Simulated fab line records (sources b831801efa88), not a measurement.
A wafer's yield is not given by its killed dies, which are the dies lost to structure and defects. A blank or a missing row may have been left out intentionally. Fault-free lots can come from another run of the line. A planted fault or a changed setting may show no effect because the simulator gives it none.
fab line records | flow gf180mcu
record lots=6 wafers=18 lastDay=33
route steps=602 shown V2@392
lots that met no fault: taken from a fault-free run of the same line
startH: hours from the record's opening day to when the first of the lot's shown wafers began | waitH: hours elapsed since this lot's preceding step | " same as the row above | L1.1+2: a single row standing in for several wafers | - no value present, or no start provided | * or withheld: withheld | < > ~ a bound
route shown NAME@n: NAME is a module with steps in the file, n the number in the route of the first one | usual: mean and standard deviation over wafers with no fault | same: alike in all rows | chamber/n: place in a boat | sites: readings site by site | _std_site: standard deviation of those values | _edge_site: the outer-site mean with the inner-site mean subtracted | radiusMm: how far each site lies from the wafer's centre | mask NAME#n: copy n | behind: tool/chamber where the wafer was last shaped | hold: cause of the lot's hold/its duration in hours/its outcome | device: transistor that didn't switch, given as n, p or np | end of line: the route-end tests of the same wafers | where a step has no rows: the recipe by itself | killed: the dies lost at the first sort to structure and to defects; this is not the yield of the wafer | map: a wafer's dies, marking killed ones x, the rest . and places with no die _
set.NAME: setting as actually run; set.NAME@STEP: the setting as run at that earlier step | model.NAME: the simulator's own value behind a step, which no gauge read
lots seen at some steps along the route; tables by step, rows by wafer
services: from which hour (startH, from the record's first day; less than 0 if before it) a tool's chamber was out of use, for how many hours, and why
## steps
# step GF_V2_SOFTBAKE_10
# recipe tempC=130 timeS=60 resist=KrF
# step GF_V2_EXPOSE_11
# recipe maskId=Via2 targetCdNm=260 na=0.68 sourceShape=conventional sigmaOuter=0.6 doseMj=38
# step GF_V2_PEB_12
# recipe pebTempC=135 pebTimeS=90 resist=KrF
# step GF_V2_DEVELOP_13
# recipe developTimeS=60 resist=KrF devTempC=21
# step GF_V2_CD_MEAS_14
# recipe targetCdNm=260
# usual cdNm=260.5/1.2
# columns lot.wafer tool chamber startH waitH cdNm
L386.1 cdSem-02 - 465.02 0.1 258.8
L386.3 " - " " 259.0
L386.4 " - " " 258.4
L392.1 cdSem-02 - 529.62 0.1 261.6
L392.3 " - " " 260.7
L392.5 " - " " 260.9
L396.1 cdSem-02 - 564.57 0.1 261.2
L396.4 " - " " 262.5
L396.6 " - " " 261.1
L397.1 cdSem-01 - 567.51 0.1 260.9
L397.2 " - " " 259.9
L397.6 " - " " 259.1
L402.1 cdSem-01 - 607.01 0.1 261.3
L402.2 " - " " 262.2
L402.5 " - " " 261.6
L405.1 cdSem-01 - 626.79 0.1 260.6
L405.5 " - " " 260.9
L405.6 " - " " 260.7
# step GF_V2_OVL_MEAS_15
# usual V2_OVL=-4/4.4
# columns lot.wafer tool chamber startH waitH V2_OVL[nm]
L386.1 overlay-01 - 465.14 0.1 -7
L386.3 " - " " -9
L386.4 " - " " -1
L392.1 overlay-01 - 529.74 0.1 -7
L392.3 " - " " -13
L392.5 " - " " -7
L396.1 overlay-01 - 564.69 0.1 -8
L396.4 " - " " -3
L396.6 " - " " -5
L397.1 overlay-01 - 567.63 0.1 -9
L397.2 " - " " -5
L397.6 " - " " -4
L402.1 overlay-02 - 607.13 0.1 -9
L402.2 " - " " -2
L402.5 " - " " -5
L405.1 overlay-01 - 626.91 0.1 -11
L405.5 " - " " -11
L405.6 " - " " -13
# step GF_V2_ETCH_16
# recipe chemistry=N2/H2 targetDepthA=withheld overetchA=withheld timeS=withheld target=BARC ionEnergyEv=200 sourceW=500 biasW=100 pressureMtorr=30 n2FlowSccm=100 h2FlowSccm=200
# usual drypumpMotorCurrentA=5.7/0.33 oesProductAu=0.854/0.0042 throttleValvePct=13.224/0.0092
# columns lot.wafer tool chamber startH waitH drypumpMotorCurrentA oesProductAu throttleValvePct
L386.1 rieDiel-03 3 465.17 0.0 5.2 0.854 13.226
L386.3 " 1 " " 6.3 0.847 13.224
L386.4 " 2 " " 5.8 0.863 13.231
L392.1 rieDiel-03 3 529.77 0.0 5.2 0.847 13.230
L392.3 " 1 " " 6.3 0.857 13.221
L392.5 " 1 " " 6.3 0.859 13.243
L396.1 rieDiel-04 0 564.72 0.0 5.4 0.861 13.228
L396.4 " 3 " " 5.6 0.854 13.228
L396.6 " 1 " " 5.8 0.858 13.214
L397.1 rieDiel-03 0 567.67 0.0 5.8 0.849 13.218
L397.2 " 2 " " 5.8 0.848 13.219
L397.6 " 1 " " 6.2 0.856 13.207
L402.1 rieDiel-04 1 607.17 0.0 5.8 0.844 13.216
L402.2 " 3 " " 5.5 0.855 13.223
L402.5 " 1 " " 5.8 0.851 13.237
L405.1 rieDiel-04 0 626.94 0.0 5.4 0.856 13.238
L405.5 " 0 " " 5.4 0.845 13.220
L405.6 " 1 " " 5.8 0.848 13.230
# step GF_V2_ETCH_17
# recipe chemistry=C4F8/O2/Ar maskMaterial=KrF target=SiO2 stopOn=TiN sourceW=1500 biasW=1200 pressureMtorr=40 c4f8FlowSccm=withheld O2_flow_sccm=6 Ar_flow_sccm=300 timeS=withheld targetDepthA=6300
# usual oesProductAu=0.855/0.0046
# columns lot.wafer tool chamber startH waitH oesProductAu
L386.1 rieDiel-03 3 - - 0.861
L386.3 " 1 " " 0.859
L386.4 " 2 " " 0.858
L392.1 rieDiel-03 3 - - 0.862
L392.3 " 1 " " 0.855
L392.5 " 1 " " 0.852
L396.1 rieDiel-04 0 - - 0.853
L396.4 " 3 " " 0.851
L396.6 " 1 " " 0.852
L397.1 rieDiel-03 0 - - 0.849
L397.2 " 2 " " 0.854
L397.6 " 1 " " 0.859
L402.1 rieDiel-04 1 - - 0.857
L402.2 " 3 " " 0.860
L402.5 " 1 " " 0.855
L405.1 rieDiel-04 0 - - 0.850
L405.5 " 0 " " 0.857
L405.6 " 1 " " 0.856
# step GF_V2_STRIP_18
# recipe chemistry=O2/N2 powerW=1400 pressureMtorr=1500 platenTempC=250 o2FlowSccm=3000 n2FlowSccm=300 overashFraction=0.5
# usual drypumpMotorCurrentA=5.99/0.29 heaterPowerW=347/35 oesProductAu=0.593/0.0057
# columns lot.wafer tool chamber startH waitH drypumpMotorCurrentA heaterPowerW oesProductAu rfHoursCounterH
L386.1 plasmaAsher-01 0 465.30 - 6.45 369 0.594 86
L386.3 " 0 " " 6.48 378 0.592 -
L386.4 " 1 " " 5.59 384 0.598 -
L392.1 plasmaAsher-03 0 529.90 - 6.02 295 0.594 42
L392.3 " 1 " " 5.71 323 0.597 -
L392.5 " 0 " " 5.97 288 0.600 -
L396.1 plasmaAsher-02 1 564.85 - 5.99 367 0.588 76
L396.4 " 0 " " 6.10 338 0.605 -
L396.6 " 0 " " 6.11 323 0.588 -
L397.1 plasmaAsher-03 1 567.80 - 5.66 323 0.596 45
L397.2 " 0 " " 6.01 285 0.593 45
L397.6 " 1 " " 5.69 316 0.601 -
L402.1 plasmaAsher-02 1 607.30 - 6.00 362 0.591 80
L402.2 " 0 " " 6.13 325 0.584 80
L402.5 " 1 " " 6.01 376 0.593 -
L405.1 plasmaAsher-02 0 627.07 - 6.15 331 0.592 82
L405.5 " 1 " " 5.99 367 0.589 -
L405.6 " 0 " " 6.12 338 0.598 -
# step GF_V2_STRIP_19
# recipe chemistry=postEtchResidueRemover timeS=1200 tempC=72.5
# step GF_V2_CLEAN_20
# recipe chemistry=DIW dry=n2Spin
# step GF_V2_SPUTTER_21
# recipe material=Ti targetThkNm=15 chamberPressurePa=5 powerW=2500 substrateTempC=200 timeS=80.02
# usual cathodeDcPowerW=2499.9/0.47 chamberPressurePa=5.001/0.011 throttleValvePct=29.9/1
# columns lot.wafer tool chamber startH waitH cathodeDcPowerW chamberPressurePa throttleValvePct
L386.1 pvdSputter-04 - 465.84 0.0 2499.1 5.011 32.2
L386.3 " - " " 2500.0 4.997 30.1
L386.4 " - " " 2500.3 5.015 29.7
L392.1 pvdSputter-02 - 530.47 0.0 2500.8 5.005 29.2
L392.3 " - " " 2499.7 4.983 29.2
L392.5 " - " " 2500.4 4.972 29.4
L396.1 pvdSputter-02 - 565.38 0.0 2499.2 5.006 29.1
L396.4 " - " " 2500.3 5.003 30.6
L396.6 " - " " 2500.3 4.999 29.5
L397.1 pvdSputter-02 - 568.33 0.0 2499.4 4.997 30.7
L397.2 " - " " 2499.6 4.991 29.3
L397.6 " - " " 2500.2 5.002 29.3
L402.1 pvdSputter-04 - 607.83 0.0 2499.5 4.986 30.1
L402.2 " - " " 2499.5 5.016 31.2
L402.5 " - " " 2501.1 4.994 31.2
L405.1 pvdSputter-04 - 627.69 0.0 2498.9 4.999 29.8
L405.5 " - " " 2500.1 5.007 29.9
L405.6 " - " " 2499.4 5.009 31.2
# step GF_V2_SPUTTER_22
# recipe material=TiN targetThkNm=10 chamberPressurePa=5 powerW=4000 timeS=40
# usual cathodeDcPowerW=4000.0/0.7 chamberPressurePa=5.000/0.0096 throttleValvePct=29.9/0.98
# columns lot.wafer tool chamber startH waitH cathodeDcPowerW chamberPressurePa throttleValvePct
L386.1 pvdSputter-04 - 465.91 0.0 3998.0 5.008 31.9
L386.3 " - " " 4000.7 4.996 30.1
L386.4 " - " " 3999.8 4.992 29.7
L392.1 pvdSputter-02 - 530.53 0.0 3999.8 5.001 29.2
L392.3 " - " " 3999.4 5.008 29.5
L392.5 " - " " 4001.2 5.016 29.5
L396.1 pvdSputter-02 - 565.45 0.0 - - -
L396.4 " - " " - - -
L396.6 " - " " - - -
L397.1 pvdSputter-02 - 568.39 0.0 - - -
L397.2 " - " " - - -
L397.6 " - " " - - -
L402.1 pvdSputter-04 - 607.89 0.0 3999.1 5.002 30.1
L402.2 " - " " 3999.1 4.978 31.3
L402.5 " - " " 4000.0 4.981 31.1
L405.1 pvdSputter-04 - 627.75 0.0 4000.0 5.011 29.7
L405.5 " - " " 4000.9 5.003 29.6
L405.6 " - " " 3999.0 4.994 31.3
# step GF_V2_CVD_23
# recipe material=W targetThkNm=350 timeS=104.94 tempC=400 pressureTorr=40
# usual heaterPowerW=920/54
# columns lot.wafer tool chamber startH waitH heaterPowerW
L386.1 cvdW-02 0 465.94 0.0 966
L386.3 " 1 " " 876
L386.4 " 0 " " 980
L392.1 cvdW-01 1 530.57 0.0 947
L392.3 " 1 " " 943
L392.5 " 1 " " 946
L396.1 cvdW-02 1 565.48 0.0 879
L396.4 " 0 " " 975
L396.6 " 1 " " 878
L397.1 cvdW-01 1 568.43 0.0 959
L397.2 " 0 " " 848
L397.6 " 0 " " 875
L402.1 cvdW-02 1 607.93 0.0 872
L402.2 " 0 " " 985
L402.5 " 0 " " 1024
L405.1 cvdW-01 1 627.79 0.0 950
L405.5 " 0 " " 866
L405.6 " 1 " " 967
## services
# columns tool chamber startH hours kind
rieDiel-04 2 442.27 6.4 repair
cvdW-02 1 444.35 3.7 repair
cvdW-02 - 448.32 0.8 repair
plasmaAsher-03 - 449.83 15.7 pm
cvdW-02 1 450.26 4.4 repair
rieDiel-03 0 457.66 23.7 repair
pvdSputter-04 - 469.08 10.9 repair
plasmaAsher-01 - 485.54 8.7 repair
pvdSputter-04 - 485.98 2.2 repair
rieDiel-04 2 491.83 2.8 repair
rieDiel-03 - 493.58 4.0 pm
rieDiel-03 1 497.58 - clean
rieDiel-03 1 497.58 21.1 scheduledDown
rieDiel-03 1 497.58 21.1 ventCycle
cvdW-01 0 502.74 6.7 repair
rieDiel-03 0 507.04 1.5 repair
plasmaAsher-03 - 559.54 3.3 repair
plasmaAsher-01 - 567.40 2.2 repair
rieDiel-04 0 587.92 4.9 repair
cvdW-01 - 604.48 1.2 repair
rieDiel-04 0 606.90 4.9 repair
rieDiel-04 - 612.33 0.7 repair
## key
firstSign step=GF_V2_SPUTTER_22 reading=toolRecord direction=missing
effect none on later readings
metAt GF_V2_SPUTTER_22
struckWafers L396.1,L396.4,L396.6,L397.1,L397.2,L397.6
laterRowsLeftOut L396.1,L396.4,L396.6,L397.1,L397.2,L397.6
sortLeftOut L396.1,L396.4,L396.6,L397.1,L397.2,L397.6
onsetBetween 530.53 565.45
fault kind=skippedStepWhole tool=pvdSputter-02 chamber=- onsetH=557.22 steps=GF_V2_SPUTTER_22 scope=struckLotsOnly
# sortLeftOut: the simulated sort isn't trusted on such a fault, so these wafers' sort isn't shown, and their yield isn't known
# laterRowsLeftOut: the simulator's readings of these wafers behind a module that went badly wrong aren't trusted and aren't shown, but for the sort
